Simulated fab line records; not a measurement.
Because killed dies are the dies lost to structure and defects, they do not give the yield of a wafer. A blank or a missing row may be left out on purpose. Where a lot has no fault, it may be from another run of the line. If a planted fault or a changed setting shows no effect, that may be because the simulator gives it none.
A single fault, viewed from 2 desks + flow sky130 + each desk holds nothing but its own numbers, with what lay behind them at the end

== THE METROLOGY DESK ==
Means of the sampled wafers that have a number, per lot and without regard to the tool the lot ran on: this is what the gauges read. A lot is out of limits, marked OUT, if its mean lies more than 4 standard deviations from the usual mean; the brackets give that distance.
Columns: A = VIA1_BOW at SKY_VIA1_BOW_MEAS_03, usual 81 um; B = VIA2_HDPCVD_THK at SKY_VIA2_THK_MEAS_01, usual 1186 nm; C = PASSIVATION_CVD_02_THK at SKY_PASSIVATION_THK_MEAS_03, usual 540 nm
| lot  | first seen here | A  | B    | C              |
|------|-----------------|----|------|----------------|
| L910 | day 33 22:31    | 82 | 1186 | 540            |
| L909 | day 33 23:41    | 86 | 1200 | 542            |
| L912 | day 34 05:13    | 75 | 1163 | 537            |
| L914 | day 35 17:41    | 86 | 1184 | 555            |
| L917 | day 36 15:20    | 79 | 1191 | 555            |
| L920 | day 36 23:11    | 80 | 1184 | 568 (+4.1) OUT |
| L921 | day 37 14:08    | 89 | 1198 | 543            |
| L922 | day 38 03:05    | 86 | 1190 | 534            |
| L924 | day 38 10:04    | 82 | 1200 | 532            |
| L925 | day 38 13:48    | 83 | 1174 | 544            |
| L930 | day 39 15:29    | 84 | 1177 | 537            |
| L929 | day 39 17:28    | 82 | 1183 | 540            |
Per this desk, out of limits: L920; the first was L920, day 47 07:13 (PASSIVATION_CVD_02_THK at SKY_PASSIVATION_THK_MEAS_03). Within limits: L910, L909, L912, L914, L917, L921, L922, L924, L925, L930, L929.

== TOOL OWNER'S DESK, pecvd-03 ==
The tool's own readings at SKY_PASSIVATION_CVD_02 (deposits Si3N4, target thk 540 nm): means of the sampled wafers that have a number, for each lot that ran on this tool. A lot is out of limits, marked OUT, if its mean lies more than 4 standard deviations from the usual mean; the brackets give that distance.
Columns: A = heater power w at SKY_PASSIVATION_CVD_02, usual 722 W
| lot  | first seen here | A   |
|------|-----------------|-----|
| L909 | day 44 17:22    | 677 |
| L912 | day 44 20:37    | 628 |
| L914 | day 46 05:13    | 702 |
| L917 | day 46 23:45    | 789 |
| L920 | day 47 06:59    | 727 |
This desk's verdict: no lot among the 5 shows anything out of limits.

== BROUGHT TOGETHER ==
At day 47 07:13 the metrology desk could have sounded an alarm, on L920.
The tool owner's desk saw nothing out of limits.
Tool owner's desk: L920 on record, inside its limits.
SKY_PASSIVATION_CVD_02 was run on pecvd-03 by each of the lots named.

== WHAT WAS PUT IN BY THE SIMULATOR ==
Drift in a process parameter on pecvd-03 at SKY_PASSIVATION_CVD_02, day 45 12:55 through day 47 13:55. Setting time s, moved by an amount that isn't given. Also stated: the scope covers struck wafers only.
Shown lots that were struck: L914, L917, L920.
Per desk, hours elapsed from the start of the fault to the first reading out of limits: for the metrology desk, 42.
